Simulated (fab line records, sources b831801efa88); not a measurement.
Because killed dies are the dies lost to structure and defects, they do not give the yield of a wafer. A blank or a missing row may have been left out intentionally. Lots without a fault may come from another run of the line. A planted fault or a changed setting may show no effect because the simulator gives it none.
Matching of chambers ; flow sfq line ; cmp-02 running SFQ_TRILAYER_I0_CMP_CMP_028: 4 sister chambers
The step polishes SiO2. 14 wafers are shown with their chamber, then 7 later ones without.

WAFERS WITH THEIR CHAMBER
wafer;chamber;motor current A (A);time to endpoint s (s);slurry filter dp kPa (kPa)
L595.3;2;9.9;211;13.50
L595.4;1;8.7;213;13.37
L595.5;1;8.6;220;13.36
L597.1;2;10.0;220;13.31
L597.5;3;10.4;214;13.62
L597.6;0;11.4;214;13.54
L600.3;2;9.8;225;13.41
L600.4;3;10.3;225;13.45
L600.5;2;9.8;230;13.29
L602.1;2;9.6;229;13.75
L602.4;3;10.3;220;13.48
L602.2;1;9.1;230;13.65
L609.3;1;9.1;214;13.62
L609.4;3;10.3;219;13.47

SIGNATURES, as means of the wafers listed above
reading;chamber 0;chamber 1;chamber 2;chamber 3;scatter within a chamber
motor current A;11.400;8.875;9.820;10.325;0.174
time to endpoint s;214.00;219.25;223.00;219.50;6.97
slurry filter dp kPa;13.5400;13.5000;13.4520;13.5050;0.152
Rule: a wafer's distance from a chamber is the root of the sum, over the readings, of the square of ((its reading less the chamber's mean) divided by the reading's scatter). If the next closest chamber is less than 2 further off than the closest, the wafer can't be placed; otherwise it belongs to the closest. The scatter: the root of (the sum of the squares of (reading less its chamber's mean) over the shown wafers, divided by (wafers less chambers)).

WAFERS WHOSE CHAMBER IS MISSING
wafer;motor current A (A);time to endpoint s (s);slurry filter dp kPa (kPa)
L609.6;8.3;215;13.53
L611.1;8.6;216;13.67
L611.5;9.7;210;13.49
L611.6;9.7;221;13.48
L617.2;9.9;197;13.51
L617.4;9.5;217;13.54
L617.5;10.5;209;13.49

WHICH CHAMBER EACH WENT THROUGH
wafer;from the rows above;in truth
L609.6;1;1
L611.1;1;1
L611.5;can't be placed: 2 or 3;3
L611.6;2;2
L617.2;can't be placed: 2 or 3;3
L617.4;can't be placed: 2 or 1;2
L617.5;3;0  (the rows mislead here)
Correctly placed: 3 of 7. From these rows, 3 cannot be placed; in 3 the true chamber is one of the candidates. Number placed wrongly: 1.
